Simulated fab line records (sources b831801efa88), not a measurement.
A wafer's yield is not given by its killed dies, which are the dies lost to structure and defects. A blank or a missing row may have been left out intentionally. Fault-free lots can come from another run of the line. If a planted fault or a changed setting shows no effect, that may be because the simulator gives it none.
Comparing a struck lot with a sound one    flow sky130    19 steps out of a route of 708
Sound: these wafers, L293.1, L293.2, L293.5. Wafers struck: L298.1, L298.2, L298.5. The cause is named last.
Per side, at each step with rows, come the tool, then ch with its chambers, and then its first start. Under that, the readings that differ: sound wafers    struck wafers    difference of the means    sigmas: that difference in standard deviations of wafers without a fault.
alike: same words and numbers on both sides, and readings whose means sit less than 2 such deviations apart. not compared: any withheld reading, any reading some wafer has no value for, any bound like >300 that may hide the same value, and any number with overlapping values for which the record gives no deviation.
Wherever a step has rows on one side only, a row that says differs or no value, or a row with sigmas, the two part there. Numbers that have no deviation but don't overlap get no sigmas and don't part them. Lack of a reading on every wafer of one side parts them only where that side has two or more wafers.

first, 4 steps without rows for these wafers: SKY_LDD_HVN_SOFTBAKE_03 (time 60 s); SKY_LDD_HVN_EXPOSE_04 (exposes mask HVNTM, target cd 700 nm); SKY_LDD_HVN_PEB_05; SKY_LDD_HVN_DEVELOP_06 (develop time 60 s).
SKY_LDD_HVN_OVL_MEAS_07:
  sound on overlay-02 at day 21 04:01; struck on overlay-01 at day 23 08:36
reading           sound           struck        difference  sigmas
LDD_HVN_OVL (nm)  -3.2 -4.0 -4.0  0.7 -1.3 0.3  +3.6        +2
then, 1 step without rows for these wafers: SKY_LDD_HVN_IMPLANT_08.
SKY_LDD_HVN_STRIP_09: strips in O2/N2.
  sound on plasma-asher-03 ch 0,1, day 21 04:12; struck on plasma-asher-01 ch 0,1, day 23 08:47
  alike: chamber-pressure-mTorr, drypump-motor-current-A, oes-product-au, strip-time-to-endpoint-s
  not compared: rf-hours-counter-h
SKY_LDD_HVN_TW_MEAS_10:
  sound on film-metro-04 at day 21 04:18; struck on film-metro-01 at day 23 08:53
  alike: LDD_HVN_TW
then, 4 steps without rows for these wafers: SKY_LDD_HVP_DEHYDRATE_00 (time 60 s); SKY_LDD_HVP_HMDS_01 (prime time 60 s); SKY_LDD_HVP_COAT_02 (resist thk 300 nm); SKY_LDD_HVP_SOFTBAKE_03 (time 60 s).
SKY_LDD_HVP_EXPOSE_04: exposes mask HVPTM, target cd 700 nm.
  sound on iline-stepper-01 ch 0, day 21 19:39; struck on iline-stepper-01 ch 0, day 23 23:38
reading  sound                    struck                   difference  sigmas
mask     HVPTM#0 HVPTM#0 HVPTM#0  LDNTM#0 LDNTM#0 LDNTM#0  differs     
then, 2 steps without rows for these wafers: SKY_LDD_HVP_PEB_05; SKY_LDD_HVP_DEVELOP_06 (develop time 60 s).
SKY_LDD_HVP_OVL_MEAS_07:
  sound on overlay-02 at day 22 09:37; struck on overlay-01 at day 24 14:36
reading           sound          struck  difference                     sigmas
LDD_HVP_OVL (nm)  -0.3 -1.0 1.0  - - -   no value on the struck wafers  
then, 1 step without rows for these wafers: SKY_LDD_HVP_IMPLANT_08.
SKY_LDD_HVP_STRIP_09: strips in O2/N2.
  sound on plasma-asher-03 ch 0,1, day 22 09:49; struck on plasma-asher-02 ch 0,1, day 24 14:47
  alike: chamber-pressure-mTorr, drypump-motor-current-A, oes-product-au, strip-time-to-endpoint-s
  not compared: rf-hours-counter-h
SKY_LDD_HVP_TW_MEAS_10:
  sound on film-metro-01 at day 22 09:55; struck on film-metro-03 at day 24 15:07
reading     sound        struck    difference  sigmas
LDD_HVP_TW  460 462 458  31 31 31  -429        -99 or more
  not compared: hold

WHERE THEY PART
Earliest at SKY_LDD_HVN_OVL_MEAS_07; latest, in this record, at SKY_LDD_HVP_TW_MEAS_10.

WHY: whatever the simulator had introduced
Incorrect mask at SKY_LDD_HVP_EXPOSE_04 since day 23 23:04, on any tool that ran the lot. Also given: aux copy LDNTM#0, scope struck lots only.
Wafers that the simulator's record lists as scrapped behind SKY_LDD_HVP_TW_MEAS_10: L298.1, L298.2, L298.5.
